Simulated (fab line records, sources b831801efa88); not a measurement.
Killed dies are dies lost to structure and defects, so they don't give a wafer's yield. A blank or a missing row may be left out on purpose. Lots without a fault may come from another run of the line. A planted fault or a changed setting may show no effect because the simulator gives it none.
A struck lot beside a sound one | flow sfq_line | 42 steps out of a route of 325
Sound: wafers L111.2, L111.3, L111.6. Struck: wafer L118.1. (L118.3, L118.5 of the same lot were not struck and are left out.) The cause comes at the end.
At each step with rows: each side's tool, then ch and its chambers, then its first start. Under that, the readings that differ: sound wafers | struck wafers | difference of the means | sigmas: that difference in standard deviations of wafers without a fault.
alike: readings whose means differ by less than 2 such deviations, and words and numbers that are the same on both sides. not compared: withheld readings, readings that some wafer has no value for, bounds like >300 that may hide the same value, and numbers for which the record gives no deviation and whose values overlap.
The two part at a step that has a row with sigmas, a row that says differs or no value, or rows on one side only. Numbers that don't overlap but have no deviation are shown without sigmas and don't part them. A reading that every wafer of one side lacks parts them only if that side has two wafers or more.

first, 6 steps without rows for these wafers: SFQ_TRILAYER_M4_LITHO_COAT_098 (resist thk 62 nm); SFQ_TRILAYER_M4_LITHO_COAT_093 (resist thk 600 nm); SFQ_TRILAYER_M4_LITHO_SOFTBAKE_097; SFQ_TRILAYER_M4_LITHO_EXPOSE_094 (exposes mask M4, target cd 500 nm); SFQ_TRILAYER_M4_LITHO_PEB_096 (peb time 60 s); SFQ_TRILAYER_M4_LITHO_DEVELOP_095 (time 60 s).
SFQ_M4_OVL_MEAS_926:
  sound on overlay-02, day 47 00:40; struck on overlay-01, day 58 20:51
  alike: M4_OVL
SFQ_TRILAYER_M4_BARC_OPEN_METAL_ETCH_123: etches BARC in O2, target depth 125 nm, time 41.7 s.
  sound on rie_metal-03 ch 0,1, day 47 00:41; struck on rie_metal-03 ch 1, day 58 20:53
  alike: chamber_pressure_mTorr, drypump_motor_current_A, oes_product_au
  not compared: rf_hours_counter_h
then, 3 steps without rows for these wafers: SFQ_TRILAYER_M4_ETCH_METAL_ETCH_096 (etches Nb in Cl2/Ar, stops on SiO2, target depth 240 nm, time 120 s); SFQ_TRILAYER_M4_STRIP_STRIP_097 (strips in O2); SFQ_TRILAYER_M4_STRIP_SOLV_CLEAN_098 (cleans in NMP, time 600 s).
SFQ_TRILAYER_I4_DEP_PECVD_099: deposits SiO2 from SiH4/N2O, time 111.11 s, target thk 500 nm.
  sound on pecvd-01 ch 1,2, day 47 01:39; struck on pecvd-04 ch 0, day 58 21:53
  reading            | sound      | struck | difference | sigmas
  heater_power_w (W) | 97 109 111 | 75     | -31        | -2
  alike: throttle_valve_pct
SFQ_TRILAYER_I4_CMP_CMP_100: polishes SiO2.
  sound on cmp-02 ch 0,2, day 48 06:44; struck on cmp-02 ch 3, day 58 21:58
  reading                                             | sound             | struck | difference | sigmas
  time_to_endpoint_s (s)                              | 212 209 220       | 194    | -20        | -2
  model.SiO2_of_TRILAYER_I4_DEP_PECVD_099.thk_nm (nm) | 199.9 199.1 200.3 | 219.4  | +19.6      |
  alike: motor_current_A, slurry_filter_dp_kPa
SFQ_I4_BOW_MEAS_927:
  sound on film_metro-01, day 48 09:45; struck on film_metro-02, day 59 00:58
  alike: I4_BOW
SFQ_TRILAYER_I4_METRO_MEASURE_101:
  sound on film_metro-01, day 48 10:03; struck on film_metro-02, day 59 01:05
  reading     | sound             | struck | difference | sigmas
  thk_nm (nm) | 199.8 199.2 200.1 | 219.3  | +19.6      | +16
then, 6 steps without rows for these wafers: SFQ_TRILAYER_I4_VIA_LITHO_COAT_108 (resist thk 62 nm); SFQ_TRILAYER_I4_VIA_LITHO_COAT_103 (resist thk 650 nm); SFQ_TRILAYER_I4_VIA_LITHO_SOFTBAKE_107; SFQ_TRILAYER_I4_VIA_LITHO_EXPOSE_104 (exposes mask I4, target cd 700 nm); SFQ_TRILAYER_I4_VIA_LITHO_PEB_106 (peb time 60 s); SFQ_TRILAYER_I4_VIA_LITHO_DEVELOP_105 (time 60 s).
SFQ_I4_OVL_MEAS_928:
  sound on overlay-02, day 51 21:13; struck on overlay-02, day 59 04:32
  alike: I4_OVL
then, 1 step without rows for these wafers: SFQ_TRILAYER_I4_VIA_BARC_OPEN_VIA_ETCH_146 (etches BARC in O2, target depth 125 nm, time 41.7 s).
SFQ_TRILAYER_I4_VIA_ETCH_VIA_ETCH_106: etches SiO2 in CHF3, stops on Nb, target depth 260 nm.
  sound on rie_diel-01 ch 1,2, day 51 21:17; struck on rie_diel-01 ch 0, day 59 04:36
  reading                        | sound             | struck | difference | sigmas
  oes_product_au (a.u.)          | 0.855 0.858 0.858 | 0.905  | +0.048     | +9
  model.I4.feature_depth_nm (nm) | 199.9 199.1 200.3 | 219.4  | +19.6      |
  model.etch.depth_nm (nm)       | 199.9 199.1 200.3 | 219.4  | +19.6      |
  alike: chamber_pressure_mTorr, drypump_motor_current_A
SFQ_TRILAYER_I4_VIA_STRIP_STRIP_107: strips in O2.
  sound on rie_metal-04 ch 0, day 51 21:35; struck on rie_metal-01 ch 0, day 59 04:43
  reading                | sound | struck | difference                   | sigmas
  rf_hours_counter_h (h) | - - - | 1      | no value on the sound wafers |
  alike: chamber_pressure_mTorr, drypump_motor_current_A, oes_product_au
then, 2 steps without rows for these wafers: SFQ_TRILAYER_I4_VIA_STRIP_SOLV_CLEAN_108 (cleans in NMP, time 600 s); SFQ_TRILAYER_JJ_TRILAYER_DEP_PRE_CLEAN_113 (time 22.5 s).
SFQ_TRILAYER_JJ_TRILAYER_DEP_SPUTTER_109: material Nb, target thk 150 nm, time 100 s.
  sound on pvd_sputter-04, day 51 22:48; struck on pvd_sputter-06, day 59 05:31
  alike: throttle_valve_pct
then, 3 steps without rows for these wafers: SFQ_TRILAYER_JJ_TRILAYER_DEP_SPUTTER_110 (material Al, target thk 8 nm, time 10 s); SFQ_TRILAYER_JJ_TRILAYER_DEP_AL_OXIDATION_111 (oxidation time 600 s); SFQ_TRILAYER_JJ_TRILAYER_DEP_SPUTTER_112 (material Nb, target thk 170 nm, time 113.3 s).
SFQ_JJ_RS_MEAS_929: measures by four-point-probe.
  sound on film_metro-02, day 51 23:59; struck on film_metro-02, day 59 06:42
  alike: JJ_NB_RS
then, 6 steps without rows for these wafers: SFQ_TRILAYER_JJ_CE_LITHO_COAT_119 (resist thk 62 nm); SFQ_TRILAYER_JJ_CE_LITHO_COAT_114 (resist thk 600 nm); SFQ_TRILAYER_JJ_CE_LITHO_SOFTBAKE_118; SFQ_TRILAYER_JJ_CE_LITHO_EXPOSE_115 (exposes mask J5, target cd 700 nm); SFQ_TRILAYER_JJ_CE_LITHO_PEB_117 (peb time 60 s); SFQ_TRILAYER_JJ_CE_LITHO_DEVELOP_116 (time 60 s).
SFQ_JJ_OVL_MEAS_931:
  sound on overlay-01, day 52 13:34; struck on overlay-01, day 59 09:08
  alike: J5_OVL
then, 1 step without rows for these wafers: SFQ_TRILAYER_JJ_CE_METRO_MEASURE_117.
SFQ_TRILAYER_JJ_CE_BARC_OPEN_RIE_150: chemistry O2, target BARC, target depth 240 nm, time 80 s.
  sound on rie_metal-02 ch 0,1, day 52 14:47; struck on rie_metal-01 ch 1, day 59 10:22
  reading                     | sound       | struck | difference | sigmas
  drypump_motor_current_A (A) | 5.0 5.7 5.0 | 6.7    | +1.5       | +2
  alike: chamber_pressure_mTorr, oes_product_au
  not compared: rf_hours_counter_h
SFQ_TRILAYER_M5_ETCH_METAL_ETCH_126: etches Nb in Cl2/BCl3, stops on SiO2, time 203.2 s, target depth 265 nm.
  sound on rie_metal-01 ch 0,1, day 57 19:52; struck on rie_metal-04 ch 1, day 59 14:23
  reading                                             | sound             | struck | difference | sigmas
  model.SiO2_of_TRILAYER_I4_DEP_PECVD_099.thk_nm (nm) | 180.2 179.4 180.6 | 199.5  | +19.4      |
  alike: chamber_pressure_mTorr, drypump_motor_current_A, oes_product_au
  not compared: rf_hours_counter_h

WHERE THEY PART
First at SFQ_TRILAYER_I4_DEP_PECVD_099; last, within this record, at SFQ_TRILAYER_JJ_CE_BARC_OPEN_RIE_150. Later steps at which nothing parts them and some readings are alike: SFQ_TRILAYER_M5_ETCH_METAL_ETCH_126.

WHY: what the simulator had put in
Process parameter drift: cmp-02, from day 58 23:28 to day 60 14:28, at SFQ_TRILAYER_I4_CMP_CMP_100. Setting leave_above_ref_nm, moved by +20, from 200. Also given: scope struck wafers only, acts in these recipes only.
